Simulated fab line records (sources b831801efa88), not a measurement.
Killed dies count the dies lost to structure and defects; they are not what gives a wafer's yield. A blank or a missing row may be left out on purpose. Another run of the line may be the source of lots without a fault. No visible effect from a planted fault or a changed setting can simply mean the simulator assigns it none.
The tool behind it: which one? ; flow sky130 ; 13 lots, 39 wafers sampled, at 4 steps of a route of 708

WHAT EACH GAUGE READ, for each wafer
SKY_VIA4_THK_MEAS_01.
lot;measured;on;VIA4_HDPCVD_THK (nm)
L565;day 42 01:03;filmMetro-01;1748 1770 1759
L568;day 42 14:23;filmMetro-02;1728 1748 1749
L569;day 42 20:37;filmMetro-03;1771 1772 1775
L570;day 43 01:42;filmMetro-03;1765 1754 1760
L571;day 43 06:45;filmMetro-02;1745 1760 1755
L573;day 43 23:50;filmMetro-02;1724 1706 1697
L576;day 44 14:26;filmMetro-02;1734 1751 1763
L577;day 45 03:04;filmMetro-01;1750 1765 1751
L581;day 46 08:32;filmMetro-02;1738 1742 1754
L583;day 46 21:51;filmMetro-01;1770 1798 1779
L586;day 47 20:59;filmMetro-02;1779 1775 1797
L588;day 47 21:40;filmMetro-03;1753 1774 1777
L587;day 48 01:48;filmMetro-03;1767 1775 1724

SKY_VIA4_RS_MEAS_19: measurement is done with a four-point probe.
lot;measured;on;VIA4_W_RS (ohm/sq)
L565;day 43 01:59;filmMetro-03;0.228 0.222 0.223
L568;day 43 13:59;filmMetro-01;0.223 0.226 0.223
L569;day 43 20:45;filmMetro-03;0.230 0.225 0.232
L570;day 44 01:24;filmMetro-01;0.224 0.225 0.231
L571;day 44 06:20;filmMetro-02;0.227 0.223 0.228
L573;day 44 23:07;filmMetro-01;0.234 0.229 0.227
L576;day 45 13:13;filmMetro-01;0.223 0.227 0.231
L577;day 46 01:56;filmMetro-01;0.224 0.227 0.227
L581;day 47 05:48;filmMetro-03;0.228 0.224 0.227
L583;day 47 18:55;filmMetro-02;0.222 0.223 0.226
L586;day 48 16:59;filmMetro-02;0.224 0.224 0.225
L588;day 48 17:25;filmMetro-03;0.227 0.227 0.227
L587;day 48 21:06;filmMetro-03;0.230 0.232 0.229

SKY_METAL5_RS_MEAS_05: measurement is done with a four-point probe.
lot;measured;on;METAL5_ALCU_RS (ohm/sq)
L565;day 43 02:38;filmMetro-03;0.02698 0.02676 0.02705
L568;day 43 14:38;filmMetro-03;0.02699 0.0268 0.0272
L569;day 43 21:34;filmMetro-04;0.02669 0.02676 0.02688
L570;day 44 02:28;filmMetro-03;0.02691 0.02667 0.02703
L571;day 44 06:59;filmMetro-03;0.02697 0.02698 0.02687
L573;day 44 23:46;filmMetro-04;0.02732 0.027 0.02708
L576;day 45 13:52;filmMetro-01;0.02696 0.02662 0.02688
L577;day 46 02:35;filmMetro-01;0.02711 0.02696 0.02694
L581;day 47 06:33;filmMetro-01;0.02689 0.02682 0.02704
L583;day 47 19:34;filmMetro-01;0.02721 0.02717 0.02716
L586;day 48 17:49;filmMetro-04;0.02674 0.02707 0.02686
L588;day 48 19:19;filmMetro-04;0.02701 0.02662 0.02681
L587;day 48 23:34;filmMetro-01;0.02692 0.02709 0.02709

EACH LOT AND THE TOOL THAT RAN IT (in order: tool; ch and the chambers of the sampled wafers; start)
lot;SKY_LOCAL_INTERCONNECT_STRIP_16
L565;wetBench-03 ch 3, day 30 17:08
L568;wetBench-03 ch 1, day 31 13:04
L569;wetBench-03 ch 3, day 31 14:51
L570;wetBench-03 ch 1, day 31 20:46
L571;wetBench-03 ch 2, day 32 02:31
L573;wetBench-03 ch 0, day 32 22:27
L576;wetBench-01 ch 0, day 33 22:46
L577;wetBench-01 ch 1, day 34 02:11
L581;wetBench-04 ch 3, day 35 23:53
L583;wetBench-03 ch 2, day 36 11:41
L586;wetBench-01 ch 3, day 37 17:49
L588;wetBench-03 ch 2, day 37 18:46
L587;wetBench-01 ch 0, day 38 03:01
- SKY_LOCAL_INTERCONNECT_STRIP_16: strips in post etch residue remover, time 1200 s.

WHAT THE TOOLS THEMSELVES READ (means of the sampled wafers that have a number; where no wafer has one, the mark that the record gives instead)
The record holds no such reading with a usual standard deviation.

THE ANSWER, worked out from the rows above alone
Rule: the lots themselves supply what counts as usual. Put in order of their means at a reading, lots are off if they are a third of the lots or fewer, leave a main group of 4 or more, and stand apart from it by a gap of 3 or more times the standard deviation of the main group's means; of several such gaps the widest counts. Not used: any main group whose means are identical at the precision the tables above print for the reading. Also off: a lot with no number at a reading for which 4 or more lots have one. Any other lot the step has rows for is counted as sound. After the gauges, taken in route order, come the tools' own readings; for these a lot's mean is taken, as printed above. The first step at which some lot is off is used, and at that step the reading that is off furthest; a lot without a number counts as furthest.
No lot is off on any of the readings shown, so nothing can be concluded from this.

WHAT THE SIMULATOR HAD INSERTED
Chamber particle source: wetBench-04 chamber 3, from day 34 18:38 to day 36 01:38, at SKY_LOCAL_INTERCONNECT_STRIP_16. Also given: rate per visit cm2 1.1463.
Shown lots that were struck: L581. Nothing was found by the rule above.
